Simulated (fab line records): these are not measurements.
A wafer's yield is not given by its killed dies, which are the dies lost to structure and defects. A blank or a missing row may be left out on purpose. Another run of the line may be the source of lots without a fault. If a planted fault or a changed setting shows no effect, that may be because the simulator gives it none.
2 desks looking at one fault	flow sky130	each desk holds nothing but its own numbers, with what lay behind them at the end

THE METROLOGY DESK
What the gauges read for every lot (on any tool): the sampled wafers with a number, averaged. If a lot's mean is further than 4 standard deviations from the usual mean, the lot is out of limits and carries the mark OUT (the distance appears in the brackets).
Columns: A = METAL1_ALCU_RS at SKY_METAL1_RS_MEAS_05, usual 0.1272 ohm/sq; B = METAL2_OVL at SKY_METAL2_OVL_MEAS_16, usual -3 nm
lot	first seen here	A	B
L865	day 31 15:37	0.1250	3
L866	day 32 00:58	0.1257	-1
L867	day 32 04:11	0.1254	-10
L868	day 32 16:56	0.1276	-9
L869	day 33 06:09	0.1261	-1
L870	day 33 07:21	0.1273	1
L871	day 33 13:52	0.1291	2
L876	day 35 14:58	0.1285	2
L879	day 36 10:21	0.1270	-1
L881	day 37 05:04	0.1288	4
L882	day 37 07:00	0.1284	-6
L886	day 39 03:29	0.1278	-7
L887	day 39 04:11	0.1283	-1
This desk's verdict: no lot among the 13 shows anything out of limits.

DESK OF THE TOOL OWNER: cmp-02
The tool's own readings at SKY_VIA1_CMP_24 (polishes, stops on SiO2, t overpolish 15 s, target thk 0 nm): means of the sampled wafers that have a number, for each lot that ran on this tool. If a lot's mean is further than 4 standard deviations from the usual mean, the lot is out of limits and carries the mark OUT (the distance appears in the brackets).
Columns: A = motorCurrentA at SKY_VIA1_CMP_24, usual 11.1 A; B = overpolishRunS at SKY_VIA1_CMP_24, usual 15.001 s; C = retainingRingPressureFrac at SKY_VIA1_CMP_24, usual 1.000; D = timeToEndpointS at SKY_VIA1_CMP_24, usual 65 s
lot	first seen here	A	B	C	D
L865	day 34 00:48	10.8	15.000	0.996	66
L867	day 34 11:38	10.1	15.001	0.996	66
L868	day 35 01:05	11.5	15.002	1.001	60
L869	day 35 13:35	12.0	14.996	1.001	62
L870	day 35 14:14	12.7	14.999	0.998	61
L871	day 35 21:49	11.9	15.004	0.999	67
L876	day 37 22:31	11.8	15.002	1.002	50 (-4.8) OUT
L879	day 38 18:15	12.8	14.999	1.001	46 (-6.0) OUT
This desk's verdict: out of limits on L876, L879, starting with L876 at day 37 22:31 (timeToEndpointS at SKY_VIA1_CMP_24). L865, L867, L868, L869, L870, L871 stayed within limits.

BROUGHT TOGETHER
The tool owner's desk had the chance to raise an alarm at day 37 22:31 on L876, L879.
From the metrology desk's view, nothing was out of limits.
The metrology desk has L876, L879 on record, within its limits.
The lots listed all ran SKY_VIA1_CMP_24 on cmp-02.

WHAT WAS PUT IN BY THE SIMULATOR
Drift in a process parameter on cmp-02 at SKY_VIA1_CMP_24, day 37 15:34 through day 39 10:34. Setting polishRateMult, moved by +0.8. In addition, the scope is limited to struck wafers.
Lots struck among those shown: L876, L879.
Each desk's first reading out of limits, in hours after the fault started: the tool owner's desk, 7.
